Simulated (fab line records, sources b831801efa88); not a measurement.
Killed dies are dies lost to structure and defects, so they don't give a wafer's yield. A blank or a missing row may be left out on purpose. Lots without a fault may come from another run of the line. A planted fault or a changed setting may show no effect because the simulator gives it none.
Which tool did it? | flow gf180mcu | 12 lots, 36 wafers sampled, at 6 steps of a route of 602

WHAT THE GAUGES READ, wafer by wafer
GF_V4_THK_MEAS_03. Usual: V4_CVD_02_THK 852 nm, standard deviation 11.
lot  | measured     | on            | V4_CVD_02_THK (nm) | flag
L484 | day 23 10:50 | film_metro-04 | 835 854 852        |
L485 | day 24 09:11 | film_metro-03 | 851 852 857        |
L487 | day 24 22:54 | film_metro-04 | 866 859 871        |
L490 | day 26 05:51 | film_metro-01 | 846 834 846        |
L491 | day 26 07:51 | film_metro-04 | 855 856 857        |
L492 | day 26 15:50 | film_metro-03 | 852 871 865        |
L499 | day 28 14:05 | film_metro-03 | 839 860 857        |
L500 | day 28 23:21 | film_metro-04 | 852 841 858        |
L502 | day 29 09:52 | film_metro-03 | 846 862 856        |
L503 | day 29 18:36 | film_metro-03 | 844 848 844        |
L506 | day 30 13:26 | film_metro-01 | 846 865 877        |
L507 | day 30 20:04 | film_metro-04 | 861 837 860        |

GF_MIM_THK_MEAS_11: measures by xrf. Usual: MIM_ALCU_THK 201.2 nm, standard deviation 2.8.
lot  | measured     | on            | MIM_ALCU_THK (nm) | flag
L484 | day 24 11:59 | film_metro-03 | 204.2 200.5 201.7 |
L485 | day 25 09:43 | film_metro-04 | 197.8 196.9 197.4 |
L487 | day 25 23:22 | film_metro-04 | 198.3 200.9 200.0 |
L490 | day 27 05:41 | film_metro-04 | 200.1 203.7 201.5 |
L491 | day 27 07:08 | film_metro-04 | 201.5 203.8 200.8 |
L492 | day 27 15:13 | film_metro-02 | 203.4 201.9 201.6 |
L499 | day 29 12:03 | film_metro-03 | 202.8 203.5 202.0 |
L500 | day 29 20:52 | film_metro-02 | 203.9 201.4 207.2 |
L502 | day 30 07:17 | film_metro-04 | 192.9 197.3 193.8 |
L503 | day 30 15:47 | film_metro-03 | 201.0 201.6 200.0 |
L506 | day 31 10:21 | film_metro-04 | 202.5 200.8 203.4 |
L507 | day 31 17:10 | film_metro-02 | 206.2 203.4 207.3 |

GF_V5_RS_MEAS_24: measures by four-point-probe. Usual: V5_W_RS 0.332 ohm/sq, standard deviation 0.0055.
lot  | measured     | on            | V5_W_RS (ohm/sq)     | flag
L484 | day 27 07:06 | film_metro-01 | 0.324 0.329 0.325    |
L485 | day 28 02:46 | film_metro-04 | 0.332 0.334 0.332    |
L487 | day 28 13:47 | film_metro-04 | 0.324 0.326 0.326    |
L490 | day 29 18:57 | film_metro-04 | 44.277 45.115 42.961 | OFF
L491 | day 29 20:08 | film_metro-02 | 43.606 43.955 43.233 | OFF
L492 | day 30 02:57 | film_metro-02 | 43.100 43.855 43.328 | OFF
L499 | day 31 22:16 | film_metro-01 | 0.333 0.342 0.332    |
L500 | day 32 04:41 | film_metro-04 | 0.336 0.334 0.329    |
L502 | day 32 17:20 | film_metro-02 | 0.330 0.334 0.330    |
L503 | day 32 22:12 | film_metro-02 | 0.332 0.340 0.338    |
L506 | day 33 15:10 | film_metro-02 | 0.341 0.342 0.340    |
L507 | day 33 20:21 | film_metro-02 | 0.335 0.338 0.335    |

GF_V5_THK_MEAS_25: measures by xrf. Usual: V5_W_THK 354 nm, standard deviation 6.7.
lot  | measured     | on            | V5_W_THK (nm) | flag
L484 | day 27 07:12 | film_metro-01 | 366 360 364   |
L485 | day 28 02:52 | film_metro-04 | 353 352 353   |
L487 | day 28 13:54 | film_metro-04 | 360 362 359   |
L490 | day 29 19:04 | film_metro-04 | <0 - -        | OFF
L491 | day 29 20:14 | film_metro-02 | <0 <0 <0      | OFF
L492 | day 30 03:04 | film_metro-02 | <0 <0 <0      | OFF
L499 | day 31 22:23 | film_metro-01 | 353 345 355   |
L500 | day 32 04:48 | film_metro-04 | 351 351 356   |
L502 | day 32 17:27 | film_metro-02 | 351 349 351   |
L503 | day 32 22:19 | film_metro-02 | 351 343 342   |
L506 | day 33 15:17 | film_metro-02 | 343 343 342   |
L507 | day 33 20:28 | film_metro-02 | 348 347 349   |

WHICH TOOL RAN EACH LOT (tool, then ch and the chambers of the sampled wafers, then the start)
lot  | GF_MIM_SPUTTER_04            | GF_V5_CVD_23
L484 | pvd_sputter-02, day 24 11:36 | cvd_w-01 ch 0,1, day 27 06:59
L485 | pvd_sputter-04, day 25 09:21 | cvd_w-02 ch 0,1, day 28 02:38
L487 | pvd_sputter-04, day 25 23:01 | cvd_w-01 ch 1, day 28 13:40
L490 | pvd_sputter-01, day 27 05:20 | cvd_w-02 ch 0,1, day 29 18:49
L491 | pvd_sputter-02, day 27 06:46 | cvd_w-02 ch 0,1, day 29 20:00
L492 | pvd_sputter-02, day 27 14:52 | cvd_w-02 ch 0,1, day 30 02:49
L499 | pvd_sputter-04, day 29 11:42 | cvd_w-02 ch 0,1, day 31 22:10
L500 | pvd_sputter-02, day 29 20:29 | cvd_w-02 ch 0,1, day 32 04:33
L502 | pvd_sputter-02, day 30 06:55 | cvd_w-02 ch 0, day 32 17:13
L503 | pvd_sputter-04, day 30 15:26 | cvd_w-02 ch 0,1, day 32 22:05
L506 | pvd_sputter-01, day 31 09:59 | cvd_w-02 ch 1, day 33 15:02
L507 | pvd_sputter-01, day 31 16:49 | cvd_w-02 ch 0,1, day 33 20:14
- GF_MIM_SPUTTER_04: material TiN, target thk 50 nm, time 41.7 s.
- GF_V5_CVD_23: deposits W, target thk 350 nm, time 104.9 s.

WHAT THE TOOLS THEMSELVES READ (means of the sampled wafers that have a number; where no wafer has one, the mark that the record gives instead)
GF_MIM_SPUTTER_04. Usual: throttle_valve_pct 29.5 %, standard deviation 1.1.
lot  | tool           | throttle_valve_pct (%) | flag
L484 | pvd_sputter-02 | 29.9                   |
L485 | pvd_sputter-04 | 30.4                   |
L487 | pvd_sputter-04 | 29.9                   |
L490 | pvd_sputter-01 | 30.4                   |
L491 | pvd_sputter-02 | 28.7                   |
L492 | pvd_sputter-02 | 28.5                   |
L499 | pvd_sputter-04 | 30.0                   |
L500 | pvd_sputter-02 | 28.9                   |
L502 | pvd_sputter-02 | 29.4                   |
L503 | pvd_sputter-04 | 29.8                   |
L506 | pvd_sputter-01 | 30.2                   |
L507 | pvd_sputter-01 | 30.1                   |

GF_V5_CVD_23. Usual: chamber_pressure_Torr 40.00 Torr, standard deviation 0.084; heater_power_outer_w 492 W, standard deviation 38; heater_power_w 833 W, standard deviation 68.
lot  | tool     | chamber_pressure_Torr (Torr) | heater_power_outer_w (W) | heater_power_w (W) | flag
L484 | cvd_w-01 | 40.05                        | 485                      | 767                |
L485 | cvd_w-02 | 40.08                        | 475                      | 826                |
L487 | cvd_w-01 | 40.10                        | 504                      | 798                |
L490 | cvd_w-02 | -                            | -                        | -                  | OFF
L491 | cvd_w-02 | -                            | -                        | -                  | OFF
L492 | cvd_w-02 | -                            | -                        | -                  | OFF
L499 | cvd_w-02 | 40.01                        | 517                      | 873                |
L500 | cvd_w-02 | 40.00                        | 512                      | 889                |
L502 | cvd_w-02 | 39.97                        | 531                      | 916                |
L503 | cvd_w-02 | 40.02                        | 481                      | 834                |
L506 | cvd_w-02 | 39.92                        | 453                      | 781                |
L507 | cvd_w-02 | 40.00                        | 510                      | 888                |

THE ANSWER, worked out from the rows above alone
Rule: a lot is off if the mean of its wafers that have a number lies more than 3 standard deviations from the usual mean. A lot without any number at a reading at which 4 lots or more have one is off too. The other lots that the step has rows for count as sound. The gauges are gone through in route order, then the tools' own readings, and for those a lot's mean is taken as printed above. The first step at which some lot is off is used, and at that step the reading that is off furthest; a lot without a number counts as furthest.
Off: L490, L491, L492, at GF_V5_RS_MEAS_24 (V5_W_RS).
A tool fits if, at a process step before that reading, it ran every lot that is off, and no sound lot after the first of them. The gauges at GF_V5_RS_MEAS_24 aren't tried: what is off there is off at GF_V5_CVD_23 too, on other tools, and a gauge's error can't cause that. None of those tried fits.

WHAT THE SIMULATOR HAD PUT IN
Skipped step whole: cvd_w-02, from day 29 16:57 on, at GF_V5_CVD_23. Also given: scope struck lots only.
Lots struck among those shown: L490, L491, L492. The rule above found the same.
